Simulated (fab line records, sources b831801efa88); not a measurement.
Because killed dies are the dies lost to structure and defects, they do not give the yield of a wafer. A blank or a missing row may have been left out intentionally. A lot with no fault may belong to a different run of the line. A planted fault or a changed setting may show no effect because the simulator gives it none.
fab line records    flow gf180mcu
record lots=14  wafers=42  lastDay=34
route steps=602 shown M4@460 V4@480
lots with no fault: from the same line, run without faults
startH: hours from the record's opening day to when the first of the lot's shown wafers began    waitH: hours since the lot's step before    " the same as in the row above    L1.1+2: a row that stands for several wafers    - either no value or no given start    * or withheld: withheld    < > ~ a bound
route shown NAME@n: NAME is a module with steps in the file, n the number in the route of the first one    usual: the fault-free wafers' mean and standard deviation    same: alike in all rows    chamber/n: place in a boat    sites: per-site readings    _std_site: the standard deviation of these    _edge_site: mean of outer sites minus mean of inner sites    radiusMm: how far each site lies from the wafer's centre    mask NAME#n: copy n    behind: the tool/chamber that last shaped the wafer    hold: why the lot was held/for how many hours/how that ended    device: the n, p or np transistor that did not switch    end of line: the tests these same wafers got at the end of their route    where a step has no rows: the recipe by itself    killed: count of dies lost to structure and defects at first sort (not the wafer's yield)    map: a wafer's dies, x killed, . not, _ none there
set.NAME: the setting the step ran with; set.NAME@STEP: the setting that earlier step ran with    model.NAME: the simulator's own value behind a step, which no gauge read
route steps across a sampled set of lots; one table per step, one row per wafer
services: a tool's chamber out of use, with start hour (startH, from the record's first day; less than 0 if before it), hours out, and reason
## steps
# step GF_M4_SPUTTER_04
# recipe material=TiN  targetThkNm=50  powerW=6500  timeS=41.7  chamberPressurePa=0.4
# usual throttleValvePct=29.2/1.1
lot.wafer  tool           chamber  startH  waitH  throttleValvePct
L492.2     pvdSputter-04  -        514.19  0.0    28.9
L492.5     "              -        "       "      29.0
L492.6     "              -        "       "      30.8
L495.1     pvdSputter-04  -        542.02  0.0    30.8
L495.2     "              -        "       "      30.9
L495.6     "              -        "       "      28.7
L496.1     pvdSputter-04  -        561.97  0.0    29.1
L496.3     "              -        "       "      28.9
L496.5     "              -        "       "      30.6
L497.1     pvdSputter-04  -        573.39  0.0    31.1
L497.2     "              -        "       "      30.6
L497.5     "              -        "       "      30.7
L499.2     pvdSputter-02  -        579.58  0.0    28.6
L499.4     "              -        "       "      28.2
L499.6     "              -        "       "      27.8
L502.2     pvdSputter-02  -        605.09  0.0    28.6
L502.5     "              -        "       "      30.1
L502.6     "              -        "       "      28.5
L504.1     pvdSputter-04  -        617.25  0.0    30.8
L504.4     "              -        "       "      31.1
L504.6     "              -        "       "      31.1
L505.3     pvdSputter-01  -        629.07  0.0    30.3
L505.5     "              -        "       "      30.3
L505.6     "              -        "       "      27.3
L509.2     pvdSputter-02  -        653.27  0.0    28.5
L509.3     "              -        "       "      28.2
L509.4     "              -        "       "      28.0
L510.3     pvdSputter-02  -        658.23  0.0    28.0
L510.4     "              -        "       "      28.5
L510.6     "              -        "       "      30.0
L511.1     pvdSputter-04  -        666.73  0.0    31.0
L511.3     "              -        "       "      29.0
L511.4     "              -        "       "      30.8
L512.1     pvdSputter-01  -        673.93  0.0    30.3
L512.2     "              -        "       "      27.3
L512.3     "              -        "       "      28.8
L513.1     pvdSputter-02  -        678.46  0.0    30.3
L513.2     "              -        "       "      28.7
L513.6     "              -        "       "      30.0
L514.2     pvdSputter-04  -        684.21  0.0    30.7
L514.3     "              -        "       "      30.8
L514.6     "              -        "       "      30.7
# step GF_V4_CMP_04
# recipe material=SiO2  downForcePsi=4  platenRpm=60  padVelocityMS=0.94248
# usual motorCurrentA=12.2/0.97  timeToEndpointS=81/4.8
lot.wafer  tool    chamber  startH  waitH  motorCurrentA  timeToEndpointS
L492.2     cmp-01  1        537.32  0.1    13.3           75
L492.5     "       1        "       "      13.1           83
L492.6     "       2        "       "      12.0           85
L495.1     cmp-01  3        565.41  0.1    14.0           82
L495.2     "       2        "       "      12.2           75
L495.6     "       3        "       "      14.5           83
L496.3     cmp-02  1        584.50  0.1    13.1           87
L496.1     "       2        "       "      12.0           84
L496.5     "       1        "       "      12.1           91
L497.2     cmp-01  1        596.10  0.0    12.6           79
L497.1     "       2        "       "      11.8           81
L497.5     "       2        "       "      12.0           89
L499.4     cmp-02  1        601.55  0.1    13.4           94
L499.2     "       2        "       "      13.5           85
L499.6     "       0        "       "      11.3           90
L502.2     cmp-01  0        626.78  0.1    11.4           80
L502.5     "       3        "       "      13.8           78
L502.6     "       0        "       "      11.9           85
L504.1     cmp-01  3        638.64  0.1    14.1           80
L504.4     "       1        "       "      12.5           83
L504.6     "       3        "       "      13.2           81
L505.3     cmp-02  2        650.05  0.1    13.0           79
L505.6     "       0        "       "      11.6           85
L505.5     "       1        "       "      13.1           90
L509.2     cmp-01  3        674.35  0.5    13.7           82
L509.3     "       0        "       "      10.8           77
L509.4     "       2        "       "      11.9           88
L510.4     cmp-02  0        678.86  0.1    11.2           84
L510.3     "       1        "       "      12.7           85
L510.6     "       0        "       "      11.4           84
L511.1     cmp-01  0        687.08  0.1    11.4           78
L511.3     "       1        "       "      13.1           75
L511.4     "       2        "       "      11.5           80
L512.3     cmp-02  2        693.25  0.1    13.1           76
L512.1     "       3        "       "      11.8           79
L512.2     "       0        "       "      11.5           72
L513.1     cmp-01  3        698.31  0.1    14.1           81
L513.2     "       0        "       "      11.2           76
L513.6     "       2        "       "      12.0           80
L514.2     cmp-02  2        703.95  0.0    12.0           86
L514.3     "       1        "       "      12.6           87
L514.6     "       3        "       "      11.8           88
# step GF_V4_PEB_12
# recipe pebTempC=135  pebTimeS=87.29  resist=KrF
# usual chillPlateTempC=23.04/0.11  exhaustPa=45.3/0.79  plateTempC=134.98/0.15
lot.wafer  tool           chamber  startH  waitH  chillPlateTempC  exhaustPa  plateTempC
L492.2     lithoTrack-01  0        559.67  -      23.11            45.8       134.89
L492.5     "              0        "       "      22.99            45.0       134.81
L492.6     "              0        "       "      23.10            44.2       134.83
L495.1     lithoTrack-03  0        587.27  -      23.08            44.8       135.08
L495.2     "              0        "       "      22.99            44.7       134.93
L495.6     "              0        "       "      23.11            45.1       135.16
L496.1     lithoTrack-01  0        605.84  -      22.98            44.2       135.16
L496.3     "              0        "       "      23.10            44.8       135.00
L496.5     "              0        "       "      23.10            45.4       134.94
L497.1     lithoTrack-01  0        617.09  -      22.98            46.4       135.03
L497.2     "              0        "       "      23.08            47.1       135.17
L497.5     "              0        "       "      22.98            45.6       135.08
L499.2     lithoTrack-01  0        622.07  -      23.15            45.5       134.81
L499.4     "              0        "       "      23.09            45.2       134.91
L499.6     "              0        "       "      23.07            45.3       134.78
L502.2     lithoTrack-04  0        647.00  -      22.89            45.6       135.00
L502.5     "              0        "       "      23.05            45.0       134.85
L502.6     "              0        "       "      23.02            45.1       134.78
L504.1     lithoTrack-03  -        657.57  -      -                -          -
L504.4     "              -        "       "      -                -          -
L504.6     "              -        "       "      -                -          -
L505.3     lithoTrack-01  -        669.50  -      -                -          -
L505.5     "              -        "       "      -                -          -
L505.6     "              -        "       "      -                -          -
L509.2     lithoTrack-03  0        693.16  -      22.96            44.3       134.79
L509.3     "              0        "       "      22.91            45.6       134.99
L509.4     "              0        "       "      23.00            45.4       134.85
L510.3     lithoTrack-04  0        697.48  -      23.18            44.2       135.29
L510.4     "              0        "       "      23.01            44.5       135.18
L510.6     "              0        "       "      23.01            45.0       135.23
L511.1     lithoTrack-01  0        705.59  -      23.12            44.6       134.81
L511.3     "              0        "       "      23.07            45.2       134.91
L511.4     "              0        "       "      23.02            45.7       134.80
L512.1     lithoTrack-04  0        711.17  -      22.92            44.8       135.18
L512.2     "              0        "       "      22.75            43.6       134.92
L512.3     "              0        "       "      23.05            44.3       135.17
L513.1     lithoTrack-04  0        716.47  -      23.06            45.7       134.80
L513.2     "              0        "       "      22.98            45.2       134.87
L513.6     "              0        "       "      23.27            45.4       135.10
L514.2     lithoTrack-01  0        722.62  -      23.07            45.9       134.95
L514.3     "              0        "       "      22.96            45.0       134.77
L514.6     "              0        "       "      23.03            46.9       134.63
# step GF_V4_CVD_23
# recipe material=W  targetThkNm=350  timeS=104.9  tempC=400  pressureTorr=40
# usual heaterPowerW=838/22
lot.wafer  tool     chamber  startH  waitH  heaterPowerW  sinceWetCleanH
L492.2     cvdW-02  1        560.95  0.0    812           657
L492.5     "        1        "       "      814           -
L492.6     "        0        "       "      838           -
L495.1     cvdW-02  1        588.54  0.0    825           685
L495.2     "        0        "       "      840           685
L495.6     "        1        "       "      813           -
L496.1     cvdW-01  1        607.11  0.0    872           203
L496.3     "        0        "       "      817           -
L496.5     "        1        "       "      870           -
L497.1     cvdW-01  1        618.36  0.0    893           214
L497.2     "        0        "       "      800           214
L497.5     "        0        "       "      811           -
L499.2     cvdW-02  0        623.34  0.0    845           719
L499.4     "        0        "       "      847           -
L499.6     "        0        "       "      841           -
L502.2     cvdW-02  0        648.23  0.0    849           744
L502.5     "        1        "       "      822           -
L502.6     "        0        "       "      856           -
L504.1     cvdW-02  1        658.84  0.0    836           755
L504.4     "        0        "       "      838           -
L504.6     "        1        "       "      822           -
L505.3     cvdW-01  0        670.74  0.1    815           -
L505.5     "        1        "       "      874           -
L505.6     "        0        "       "      827           -
L509.2     cvdW-02  1        694.47  0.1    826           -
L509.3     "        1        "       "      828           -
L509.4     "        1        "       "      827           -
L510.3     cvdW-02  1        698.76  0.1    835           -
L510.4     "        1        "       "      835           -
L510.6     "        1        "       "      847           -
L511.1     cvdW-02  1        706.89  0.0    821           803
L511.3     "        1        "       "      827           -
L511.4     "        1        "       "      818           -
L512.1     cvdW-02  1        712.43  0.0    821           808
L512.2     "        1        "       "      819           -
L512.3     "        1        "       "      798           -
L513.1     cvdW-01  1        717.73  0.0    879           314
L513.2     "        0        "       "      810           314
L513.6     "        0        "       "      825           -
L514.2     cvdW-02  1        723.96  0.1    839           -
L514.3     "        1        "       "      850           -
L514.6     "        1        "       "      834           -
## services
tool           chamber  startH  hours  kind
cmp-01         -        516.79  1.0    repair
cvdW-02        0        526.88  2.6    repair
cmp-02         -        535.44  2.7    repair
cmp-02         -        572.15  4.0    pm
cmp-02         -        576.15  -      consumableReplace:conditioner
cmp-02         -        576.15  -      consumableReplace:pad
cvdW-02        -        580.09  6.0    pm
cvdW-01        1        580.34  1.2    repair
lithoTrack-01  -        589.46  -      consumableReplace:filter
pvdSputter-04  -        600.72  6.3    repair
cvdW-02        -        614.17  1.3    repair
cmp-02         -        618.27  7.1    pm
pvdSputter-04  -        628.67  1.0    repair
pvdSputter-02  -        644.69  8.0    repair
cmp-02         -        672.04  3.1    repair
cvdW-02        0        678.72  4.7    repair
lithoTrack-04  -        681.40  -      consumableReplace:filter
cvdW-02        0        684.14  103.0  repair
cmp-02         -        686.79  1.9    repair
pvdSputter-04  -        697.31  3.4    repair
cmp-02         -        715.45  0.8    repair
## key
firstSign step=GF_V4_PEB_12  reading=toolRecord  direction=missing
effect none on later readings
metAt GF_V4_PEB_12
struckLots L504,L505
laterRowsLeftOut L504.1,L504.4,L504.6,L505.3,L505.5,L505.6
sortLeftOut L504.1,L504.4,L504.6,L505.3,L505.5,L505.6
notActingAt GF_M4_SPUTTER_04,GF_V4_CMP_04,GF_V4_CVD_23
onsetBetween 622.07 657.57
fault kind=skippedStepWhole  tool=lithoTrack-01,lithoTrack-03  chamber=-  onsetH=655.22  steps=GF_V4_PEB_12  scope=struckLotsOnly
# sortLeftOut: the simulated sort isn't trusted on such a fault, so these wafers' sort isn't shown, and their yield isn't known
# laterRowsLeftOut: the simulator's readings of these wafers behind a module that went badly wrong aren't trusted and aren't shown, but for the sort
